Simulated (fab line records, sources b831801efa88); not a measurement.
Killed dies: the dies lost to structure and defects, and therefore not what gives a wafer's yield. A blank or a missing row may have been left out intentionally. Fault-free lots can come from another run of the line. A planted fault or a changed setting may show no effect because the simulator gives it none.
Which tool did it?    flow sky130    Sampling: 6 lots, 18 wafers, 3 of 708 route steps

== WHAT EACH GAUGE READ, for each wafer ==
SKY_VIA3_THK_MEAS_01.
lot   measured      on             VIA3_HDPCVD_THK (nm)
L691  day 39 05:16  film metro-02  1634 1616 1656
L693  day 39 14:46  film metro-02  1642 1641 1648
L698  day 41 01:28  film metro-03  1644 1666 1641
L704  day 42 20:02  film metro-03  1600 1628 1637
L706  day 43 07:52  film metro-03  715 736 1640 713 737 1639
L712  day 44 17:13  film metro-03  1601 1609 1608

== EACH LOT AND THE TOOL THAT RAN IT (in order: tool; ch and the chambers of the sampled wafers; start) ==
lot   SKY_VIA2_ETCH_14                    SKY_VIA3_HDPCVD_00
L691  rie diel-03 ch 2,3, day 36 22:36    hdpcvd-01 ch 1,2, day 39 05:04
L693  rie diel-02 ch 1,2,3, day 37 08:05  hdpcvd-02 ch 0,1,2, day 39 14:35
L698  rie diel-03 ch 0,1,3, day 38 20:45  hdpcvd-02 ch 0,2, day 41 01:18
L704  rie diel-04 ch 0,1, day 40 17:47    hdpcvd-01 ch 0,1,2, day 42 19:53
L706  rie diel-02 ch 0,1,3, day 41 06:28  hdpcvd-02 ch 0,2, day 43 07:41
L712  rie diel-02 ch 1,2,3, day 42 16:22  hdpcvd-01 ch 1,2, day 44 17:02
- SKY_VIA2_ETCH_14: etches BARC in N2/H2, stops on SiO2, time 45.9 s, target depth 60 nm.
- SKY_VIA3_HDPCVD_00: deposits SiO2, target thk 1635 nm, time 272.5 s.

== THE ANSWER, worked out from the rows above alone ==
Rule: what is usual is taken from the lots themselves. The widest of any qualifying gaps counts: lots, ordered by their means at a reading, are off when they make up no more than a third of the lots, leave a main group of 4 or more, and stand apart from it by 3 or more times the standard deviation of that group's means. A main group is skipped when, at the precision printed for the reading in the tables above, its means are all equal. A lot without any number at a reading at which 4 lots or more have one is off too. Any other lot the step has rows for is counted as sound.
Off: at SKY_VIA3_THK_MEAS_01 (VIA3_HDPCVD_THK), L706. For the main group the mean is 1631 nm and the standard deviation 16.
A tool fits if, at a process step before that reading, it ran every lot that is off, and no sound lot after the first of them. Gauges at SKY_VIA3_THK_MEAS_01: tried the same way as those tools. One fits: hdpcvd-02 at SKY_VIA3_HDPCVD_00. Its last sound lot is L698 (day 41 01:18), its first lot that is off L706 (day 43 07:41): a fault that began between those two fits.

== WHAT THE SIMULATOR HAD INSERTED ==
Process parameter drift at SKY_VIA3_HDPCVD_00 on hdpcvd-02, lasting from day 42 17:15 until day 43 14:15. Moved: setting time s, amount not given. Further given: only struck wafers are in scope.
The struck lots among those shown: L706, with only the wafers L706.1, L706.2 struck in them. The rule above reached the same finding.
